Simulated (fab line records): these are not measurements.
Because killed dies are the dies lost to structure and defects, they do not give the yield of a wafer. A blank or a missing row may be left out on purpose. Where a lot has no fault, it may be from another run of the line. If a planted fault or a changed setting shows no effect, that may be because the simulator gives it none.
fab line records ; flow sky130
record: lots: 12; wafers: 36; last_day: 50
route steps=708 shown SD_N@358 LOCAL_INTERCONNECT@387 CONTACT@411 PAD_OPEN@708
lots untouched by any fault: they come from a run of this same line in which no faults occurred
start_h: the number of hours between the record's first day and the start of the first shown wafer of the lot ; wait_h: how many hours have passed since the lot's step before this one ; " identical to the entry in the row above ; L1.1+2: several wafers, shown together as one row ; - value missing, or start not given ; * or withheld: withheld ; < > ~ a bound
route shown NAME@n: NAME is a module with steps in the file, n the number in the route of the first one ; usual: the fault-free wafers' mean and standard deviation ; same: alike in all rows ; chamber/n: place in a boat ; sites: the reading at each site ; _std_site: their standard deviation ; _edge_site: inner sites' mean taken away from outer sites' mean ; radius_mm: for every site, how far away it sits from the centre of the wafer ; mask NAME#n: copy n ; behind: the tool/chamber that last shaped the wafer ; hold: what put the lot on hold/how long, in hours/how the hold closed ; device: transistor that didn't switch, given as n, p or np ; end of line: at the end of the route, the tests of the same wafers ; a step without rows: its recipe alone ; killed: the dies lost at the first sort to structure and to defects; this is not the yield of the wafer ; map: a wafer's dies, marking killed ones x, the rest . and places with no die _
set.NAME: setting as actually run; set.NAME@STEP: the setting as run at that earlier step ; model.NAME: the simulator's own value behind a step, which no gauge read
route steps across a sampled set of lots; one table per step, one row per wafer
services: from which hour (start_h, from the record's first day; less than 0 if before it) a tool's chamber was out of use, for how many hours, and why
== steps ==
step: SKY_SD_N_RS_MEAS_16
recipe: thk_meas_gauge: four-point-probe
usual: SD_N_RS: 68.57/0.11
lot.wafer;tool;chamber;start_h;wait_h;SD_N_RS[ohm/sq]
L753.2;film_metro-02;-;652.73;0.1;68.50
L753.5;film_metro-02;-;652.73;0.1;68.49
L753.6;film_metro-02;-;652.73;0.1;68.59
L754.2;film_metro-04;-;660.61;0.1;68.76
L754.3;film_metro-04;-;660.61;0.1;68.59
L754.4;film_metro-04;-;660.61;0.1;68.76
L756.2;film_metro-02;-;680.67;0.1;68.49
L756.3;film_metro-02;-;680.67;0.1;68.57
L756.6;film_metro-02;-;680.67;0.1;68.47
L759.2;film_metro-03;-;701.59;0.1;68.55
L759.4;film_metro-03;-;701.59;0.1;68.68
L759.6;film_metro-03;-;701.59;0.1;68.76
L761.1;film_metro-02;-;710.39;0.1;68.43
L761.3;film_metro-02;-;710.39;0.1;68.42
L761.4;film_metro-02;-;710.39;0.1;68.42
L762.1;film_metro-03;-;714.51;0.1;68.50
L762.3;film_metro-03;-;714.51;0.1;68.62
L762.5;film_metro-03;-;714.51;0.1;68.47
L766.3;film_metro-03;-;753.76;0.1;68.65
L766.4;film_metro-03;-;753.76;0.1;68.49
L766.5;film_metro-03;-;753.76;0.1;68.48
L769.1;film_metro-04;-;772.71;0.1;68.38
L769.2;film_metro-04;-;772.71;0.1;68.55
L769.4;film_metro-04;-;772.71;0.1;68.76
L771.1;film_metro-04;-;798.24;0.1;68.60
L771.2;film_metro-04;-;798.24;0.1;68.67
L771.5;film_metro-04;-;798.24;0.1;68.70
L772.2;film_metro-04;-;805.61;0.1;68.61
L772.5;film_metro-04;-;805.61;0.1;68.49
L772.6;film_metro-04;-;805.61;0.1;68.51
L774.3;film_metro-03;-;811.81;0.1;68.76
L774.4;film_metro-03;-;811.81;0.1;68.56
L774.6;film_metro-03;-;811.81;0.1;68.51
L775.2;film_metro-02;-;818.97;0.1;68.53
L775.4;film_metro-02;-;818.97;0.1;68.43
L775.5;film_metro-02;-;818.97;0.1;68.42
step: SKY_LOCAL_INTERCONNECT_SPUTTER_00
recipe: material: TiN; target_thk_nm: 100; temp_c: 300; power_w: 6500; time_s: 83.3; chamber_pressure_pa: 0.4
usual: susceptor_temp_C: 299.99/0.18; throttle_valve_pct: 30.1/1.1
lot.wafer;tool;chamber;start_h;wait_h;susceptor_temp_C;throttle_valve_pct
L753.2;pvd_sputter-03;-;683.12;0.2;300.06;30.4
L753.5;pvd_sputter-03;-;683.12;0.2;300.42;30.2
L753.6;pvd_sputter-03;-;683.12;0.2;300.15;30.4
L754.2;pvd_sputter-01;-;691.18;0.1;299.86;31.9
L754.3;pvd_sputter-01;-;691.18;0.1;299.87;30.2
L754.4;pvd_sputter-01;-;691.18;0.1;300.01;30.0
L756.2;pvd_sputter-03;-;710.88;0.2;300.30;29.2
L756.3;pvd_sputter-03;-;710.88;0.2;300.05;29.0
L756.6;pvd_sputter-03;-;710.88;0.2;299.65;30.7
L759.2;pvd_sputter-04;-;731.63;0.2;299.96;30.5
L759.4;pvd_sputter-04;-;731.63;0.2;299.94;30.3
L759.6;pvd_sputter-04;-;731.63;0.2;299.82;31.1
L761.1;pvd_sputter-03;-;740.07;0.1;299.91;29.3
L761.3;pvd_sputter-03;-;740.07;0.1;300.16;28.9
L761.4;pvd_sputter-03;-;740.07;0.1;300.00;30.0
L762.1;pvd_sputter-03;-;744.62;0.2;299.85;29.1
L762.3;pvd_sputter-03;-;744.62;0.2;299.71;30.3
L762.5;pvd_sputter-03;-;744.62;0.2;299.89;29.3
L766.3;pvd_sputter-03;-;782.38;0.1;300.04;28.9
L766.4;pvd_sputter-03;-;782.38;0.1;300.05;30.8
L766.5;pvd_sputter-03;-;782.38;0.1;300.23;30.7
L769.1;pvd_sputter-04;-;801.43;0.2;300.04;27.6
L769.2;pvd_sputter-04;-;801.43;0.2;300.02;30.4
L769.4;pvd_sputter-04;-;801.43;0.2;299.67;30.7
L771.1;pvd_sputter-03;-;826.88;0.1;299.78;30.5
L771.2;pvd_sputter-03;-;826.88;0.1;299.70;29.1
L771.5;pvd_sputter-03;-;826.88;0.1;299.80;30.8
L772.2;pvd_sputter-03;-;834.18;0.2;299.96;29.1
L772.5;pvd_sputter-03;-;834.18;0.2;300.03;30.2
L772.6;pvd_sputter-03;-;834.18;0.2;299.62;30.7
L774.3;pvd_sputter-03;-;840.28;0.1;299.88;28.8
L774.4;pvd_sputter-03;-;840.28;0.1;299.98;30.2
L774.6;pvd_sputter-03;-;840.28;0.1;300.21;30.4
L775.2;pvd_sputter-01;-;847.21;0.2;299.84;32.2
L775.4;pvd_sputter-01;-;847.21;0.2;300.06;30.3
L775.5;pvd_sputter-01;-;847.21;0.2;299.96;30.2
step: SKY_LOCAL_INTERCONNECT_EXPOSE_08
recipe: mask_id: LI1M; na: 0.8; source_shape: annular; sigma_inner: 0.55; sigma_outer: 0.85; target_cd_nm: 170; dose_mj: 28
usual: exposure_dose_mJ_cm2: 27.96/0.037; focus_offset_nm: 0.0/0.52
lot.wafer;tool;chamber;start_h;wait_h;mask;exposure_dose_mJ_cm2;focus_offset_nm
L753.2;krf_scanner-01;0;697.54;-;LI1M#0;28.02;-0.6
L753.5;krf_scanner-01;0;697.54;-;LI1M#0;28.02;-0.7
L753.6;krf_scanner-01;0;697.54;-;LI1M#0;28.02;-0.4
L754.2;krf_scanner-02;0;705.46;-;LI1M#0;27.94;-0.2
L754.3;krf_scanner-02;0;705.46;-;LI1M#0;27.93;0.0
L754.4;krf_scanner-02;0;705.46;-;LI1M#0;27.95;0.4
L756.2;krf_scanner-02;0;724.14;-;LI1M#0;27.94;0.9
L756.3;krf_scanner-02;0;724.14;-;LI1M#0;27.97;-0.4
L756.6;krf_scanner-02;0;724.14;-;LI1M#0;27.97;-0.4
L759.2;krf_scanner-02;0;745.73;-;LI1M#0;27.99;0.2
L759.4;krf_scanner-02;0;745.73;-;LI1M#0;27.94;0.4
L759.6;krf_scanner-02;0;745.73;-;LI1M#0;27.93;0.0
L761.1;krf_scanner-01;0;753.36;-;LI1M#0;28.00;1.3
L761.3;krf_scanner-01;0;753.36;-;LI1M#0;28.01;0.2
L761.4;krf_scanner-01;0;753.36;-;LI1M#0;28.00;1.1
L762.1;krf_scanner-01;0;758.71;-;LI1M#0;27.99;0.4
L762.3;krf_scanner-01;0;758.71;-;LI1M#0;28.02;-0.3
L762.5;krf_scanner-01;0;758.71;-;LI1M#0;28.01;0.6
L766.3;krf_scanner-01;0;795.84;-;LI1M#0;27.96;-0.6
L766.4;krf_scanner-01;0;795.84;-;LI1M#0;28.01;-0.7
L766.5;krf_scanner-01;0;795.84;-;LI1M#0;27.96;0.1
L769.1;krf_scanner-02;0;814.41;-;LI1M#0;27.93;0.4
L769.2;krf_scanner-02;0;814.41;-;LI1M#0;27.96;-0.2
L769.4;krf_scanner-02;0;814.41;-;LI1M#0;27.94;1.1
L771.1;krf_scanner-01;0;840.49;-;LI1M#0;30.54;0.2
L771.2;krf_scanner-01;0;840.49;-;LI1M#0;30.54;-0.2
L771.5;krf_scanner-01;0;840.49;-;LI1M#0;30.52;0.2
L772.2;krf_scanner-01;0;847.20;-;LI1M#0;30.47;0.5
L772.5;krf_scanner-01;0;847.20;-;LI1M#0;30.57;0.8
L772.6;krf_scanner-01;0;847.20;-;LI1M#0;30.50;-0.1
L774.3;krf_scanner-01;0;853.73;-;LI1M#0;30.02;0.2
L774.4;krf_scanner-01;0;853.73;-;LI1M#0;29.97;0.1
L774.6;krf_scanner-01;0;853.73;-;LI1M#0;30.05;-0.2
L775.2;krf_scanner-01;0;860.90;-;LI1M#0;29.57;0.5
L775.4;krf_scanner-01;0;860.90;-;LI1M#0;29.58;0.1
L775.5;krf_scanner-01;0;860.90;-;LI1M#0;29.61;-0.3
step: SKY_LOCAL_INTERCONNECT_CD_MEAS_11
recipe: target_cd_nm: 170
usual: cd_nm: 169.9/1.2
lot.wafer;tool;chamber;start_h;wait_h;cd_nm
L753.2;cd_sem-01;-;711.77;-;169.6
L753.5;cd_sem-01;-;711.77;-;170.7
L753.6;cd_sem-01;-;711.77;-;169.5
L754.2;cd_sem-01;-;719.29;-;169.4
L754.3;cd_sem-01;-;719.29;-;167.9
L754.4;cd_sem-01;-;719.29;-;168.8
L756.2;cd_sem-01;-;738.18;-;170.5
L756.3;cd_sem-01;-;738.18;-;170.7
L756.6;cd_sem-01;-;738.18;-;170.6
L759.2;cd_sem-01;-;758.97;-;169.9
L759.4;cd_sem-01;-;758.97;-;170.7
L759.6;cd_sem-01;-;758.97;-;169.0
L761.1;cd_sem-01;-;766.96;-;169.3
L761.3;cd_sem-01;-;766.96;-;168.9
L761.4;cd_sem-01;-;766.96;-;168.7
L762.1;cd_sem-01;-;772.23;-;168.6
L762.3;cd_sem-01;-;772.23;-;170.5
L762.5;cd_sem-01;-;772.23;-;169.6
L766.3;cd_sem-02;-;808.60;-;170.5
L766.4;cd_sem-02;-;808.60;-;170.2
L766.5;cd_sem-02;-;808.60;-;170.5
L769.1;cd_sem-01;-;827.41;-;169.7
L769.2;cd_sem-01;-;827.41;-;170.5
L769.4;cd_sem-01;-;827.41;-;171.4
L771.1;cd_sem-02;-;853.40;-;152.7
L771.2;cd_sem-02;-;853.40;-;153.3
L771.5;cd_sem-02;-;853.40;-;153.2
L772.2;cd_sem-02;-;860.33;-;149.7
L772.5;cd_sem-02;-;860.33;-;150.3
L772.6;cd_sem-02;-;860.33;-;150.8
L774.3;cd_sem-02;-;866.09;-;157.1
L774.4;cd_sem-02;-;866.09;-;156.5
L774.6;cd_sem-02;-;866.09;-;155.5
L775.2;cd_sem-02;-;873.25;-;158.9
L775.4;cd_sem-02;-;873.25;-;157.8
L775.5;cd_sem-02;-;873.25;-;157.2
step: SKY_CONTACT_BOW_MEAS_05
recipe: mode: bow
usual: CONTACT_BOW: 80/7.1
lot.wafer;tool;chamber;start_h;wait_h;CONTACT_BOW[um]
L753.2;film_metro-01;-;713.17;0.2;97
L753.5;film_metro-01;-;713.17;0.2;80
L753.6;film_metro-01;-;713.17;0.2;86
L754.2;film_metro-03;-;720.69;0.3;85
L754.3;film_metro-03;-;720.69;0.3;67
L754.4;film_metro-03;-;720.69;0.3;84
L756.2;film_metro-03;-;739.59;0.3;84
L756.3;film_metro-03;-;739.59;0.3;71
L756.6;film_metro-03;-;739.59;0.3;70
L759.2;film_metro-02;-;760.37;0.1;78
L759.4;film_metro-02;-;760.37;0.1;68
L759.6;film_metro-02;-;760.37;0.1;86
L761.1;film_metro-02;-;768.35;0.1;74
L761.3;film_metro-02;-;768.35;0.1;78
L761.4;film_metro-02;-;768.35;0.1;85
L762.1;film_metro-01;-;774.15;0.1;76
L762.3;film_metro-01;-;774.15;0.1;88
L762.5;film_metro-01;-;774.15;0.1;83
L766.3;film_metro-01;-;810.10;0.3;80
L766.4;film_metro-01;-;810.10;0.3;79
L766.5;film_metro-01;-;810.10;0.3;88
L769.1;film_metro-01;-;829.28;0.1;89
L769.2;film_metro-01;-;829.28;0.1;87
L769.4;film_metro-01;-;829.28;0.1;87
L771.1;film_metro-01;-;854.78;0.1;65
L771.2;film_metro-01;-;854.78;0.1;83
L771.5;film_metro-01;-;854.78;0.1;83
L772.2;film_metro-02;-;861.72;0.3;80
L772.5;film_metro-02;-;861.72;0.3;72
L772.6;film_metro-02;-;861.72;0.3;85
L774.3;film_metro-01;-;867.49;0.2;85
L774.4;film_metro-01;-;867.49;0.2;82
L774.6;film_metro-01;-;867.49;0.2;91
L775.2;film_metro-01;-;874.65;0.3;57
L775.4;film_metro-01;-;874.65;0.3;71
L775.5;film_metro-01;-;874.65;0.3;74
step: SKY_PAD_OPEN_PROBE_99
usual: killed_at_M0_to_M3: 44/6; killed_at_M4_up: 2.9/1.5; killed_at_contacts: 24/4.9; killed_at_front_end: 16/4.3; killed_at_other: 0.3/0.54; killed_dies: 87/8.7; killed_open: 48/6.7; killed_short: 39/5.9
same: gross_dies: 492; killed_at_back_side: 0
lot.wafer;tool;chamber;start_h;wait_h;killed_at_M0_to_M3;killed_at_M4_up;killed_at_contacts;killed_at_front_end;killed_at_other;killed_dies;killed_open;killed_short
L771.1;prober-02;-;1181.08;0.1;39;2;24;17;1;83;43;36
L771.2;prober-02;-;1181.13;0.1;43;2;29;13;2;89;50;36
L771.5;prober-02;-;1181.28;0.2;43;3;36;16;1;99;51;43
L772.2;prober-01;-;1186.73;0.1;47;1;33;13;0;94;56;33
L772.5;prober-01;-;1186.88;0.2;41;4;29;10;0;84;45;37
L772.6;prober-01;-;1186.93;0.2;34;1;24;14;1;74;37;35
L774.3;prober-01;-;1191.14;0.2;48;1;26;12;0;87;40;46
L774.4;prober-01;-;1191.19;0.2;43;2;25;14;1;85;56;28
L774.6;prober-01;-;1191.29;0.2;51;7;17;15;1;91;49;42
L775.4;prober-02;-;1193.70;0.2;38;1;13;17;1;70;43;26
L775.5;prober-02;-;1193.75;0.2;36;4;30;13;1;84;57;26
killed by level:class
L771.1 VIA2:geometric_particle:open=9 LI_CONTACT:geometric_particle:open=8 VIA1:geometric_particle:open=7 POLY_GATE:geometric_particle:short=5 CONTACT:geometric_particle:short=5 METAL1:geometric_particle:short=5 VIA3:geometric_particle:open=4 LOCAL_INTERCONNECT:geometric_particle:short=4
L771.2 CONTACT:geometric_particle:open=13 VIA1:geometric_particle:open=7 METAL2:geometric_particle:short=7 VIA2:geometric_particle:open=7 VIA2:geometric_particle:short=6 VIA3:geometric_particle:open=5 LI_CONTACT:geometric_particle:open=5 CONTACT:geometric_particle:short=5
L771.5 CONTACT:geometric_particle:open=15 VIA1:geometric_particle:short=9 VIA2:geometric_particle:open=7 LI_CONTACT:geometric_particle:open=7 CONTACT:geometric_particle:short=5 METAL1:geometric_particle:short=5 VIA1:geometric_particle:open=5 METAL2:geometric_particle:short=4
L772.2 VIA2:geometric_particle:open=13 LI_CONTACT:geometric_particle:open=13 VIA1:geometric_particle:open=11 CONTACT:geometric_particle:open=8 METAL1:geometric_particle:short=6 LI_CONTACT:geometric_particle:short=5 POLY_GATE:geometric_particle:short=4 VIA1:geometric_particle:short=4
L772.5 VIA1:geometric_particle:open=9 VIA2:geometric_particle:open=8 CONTACT:geometric_particle:open=6 METAL2:geometric_particle:short=6 VIA3:geometric_particle:open=6 LI_CONTACT:geometric_particle:open=5 LI_CONTACT:geometric_particle:short=5 CONTACT:geometric_particle:short=5
L772.6 CONTACT:geometric_particle:open=9 VIA1:geometric_particle:open=8 METAL1:geometric_particle:short=7 VIA2:geometric_particle:open=6 LI_CONTACT:geometric_particle:open=5 LOCAL_INTERCONNECT:geometric_particle:short=4 METAL2:geometric_particle:short=4 FIELD_ISO:geometric_particle:short=3
L774.3 CONTACT:geometric_particle:short=10 VIA1:geometric_particle:open=10 VIA3:geometric_particle:short=6 CONTACT:geometric_particle:open=5 VIA2:geometric_particle:open=5 VIA3:geometric_particle:open=5 LI_CONTACT:geometric_particle:short=4 LI_CONTACT:geometric_particle:open=4
L774.4 VIA1:geometric_particle:open=14 CONTACT:geometric_particle:open=10 VIA3:geometric_particle:open=8 VIA2:geometric_particle:open=7 LI_CONTACT:geometric_particle:open=5 METAL1:geometric_particle:short=4 FIELD_ISO:geometric_particle:short=3 FIELD_ISO:geometric_particle:open=3
L774.6 VIA1:geometric_particle:open=11 METAL2:geometric_particle:short=8 VIA2:geometric_particle:open=8 VIA3:geometric_particle:open=8 METAL4:geometric_particle:short=7 FIELD_ISO:geometric_particle:open=6 FIELD_ISO:geometric_particle:short=5 LI_CONTACT:geometric_particle:open=5
L775.4 VIA3:geometric_particle:open=9 VIA2:geometric_particle:open=8 VIA1:geometric_particle:open=8 FIELD_ISO:geometric_particle:short=4 CONTACT:geometric_particle:short=4 CONTACT:geometric_particle:open=4 METAL1:geometric_particle:short=4 FIELD_ISO:geometric_particle:open=3
L775.5 VIA1:geometric_particle:open=9 LI_CONTACT:geometric_particle:open=8 CONTACT:geometric_particle:open=8 VIA3:geometric_particle:open=8 POLY_GATE:geometric_particle:open=7 VIA2:geometric_particle:open=7 LOCAL_INTERCONNECT:geometric_particle:short=5 LI_CONTACT:geometric_particle:short=3
== services ==
tool;chamber;start_h;hours;kind
pvd_sputter-01;-;662.25;4.1;repair
krf_scanner-01;-;663.03;1.0;pm
krf_scanner-02;-;669.90;0.8;pm
krf_scanner-02;0;681.41;-;calibration
krf_scanner-02;-;689.01;1.3;pm
krf_scanner-01;0;696.41;-;calibration
krf_scanner-02;-;699.91;4.4;repair
pvd_sputter-01;2;707.06;-;consumable_replace:kit
pvd_sputter-01;2;707.06;18.0;scheduled_down
pvd_sputter-01;2;707.06;18.0;vent_cycle
krf_scanner-01;-;712.66;4.0;pm
krf_scanner-01;-;716.68;4.4;pm
krf_scanner-02;-;746.39;1.0;pm
pvd_sputter-03;-;758.04;2.7;repair
krf_scanner-01;-;765.13;1.3;pm
krf_scanner-02;-;773.34;4.0;pm
krf_scanner-01;-;777.36;0.8;pm
pvd_sputter-01;-;824.31;1.1;repair
krf_scanner-01;-;828.58;0.4;repair
krf_scanner-01;-;832.03;1.0;pm
krf_scanner-02;-;838.70;0.8;pm
pvd_sputter-04;-;843.99;1.3;repair
krf_scanner-02;0;846.76;-;calibration
krf_scanner-01;0;854.85;-;calibration
== key ==
first_sign: step: SKY_LOCAL_INTERCONNECT_EXPOSE_08; reading: exposure_dose_mJ_cm2; direction: up; sigmas: 60; usual: *; struck: *
effect: step: SKY_LOCAL_INTERCONNECT_CD_MEAS_11; reading: cd_nm; direction: down; sigmas: 13; usual: 169.9; struck: 154.4; through: control_loop
met_at SKY_LOCAL_INTERCONNECT_EXPOSE_08
struck_lots L771,L772,L774,L775
tester_left_out L771,L772,L774,L775
loop_trim: step: SKY_LOCAL_INTERCONNECT_EXPOSE_08; setting: dose; lots: L774,L775
not_acting_at SKY_SD_N_RS_MEAS_16,SKY_LOCAL_INTERCONNECT_SPUTTER_00,SKY_CONTACT_BOW_MEAS_05
onset_between 795.84 840.49
fault: kind: process_parameter_drift; tool: krf_scanner-01; chamber: -; onset_h: 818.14; steps: SKY_LOCAL_INTERCONNECT_EXPOSE_08; channel: dose_mj; offset: 2.5223; shape: step; acts_in: these_recipes_only; stated: 28
tester_left_out: of these lots the tester's yield and bins aren't shown, on N5 and GAA mostly nor the transistor test; their killed dies are dies lost to structure and defects alone, not to doping, threshold or leakage, so they don't give the yield
loop_trim: a control loop set the setting to another value than it would have without faults
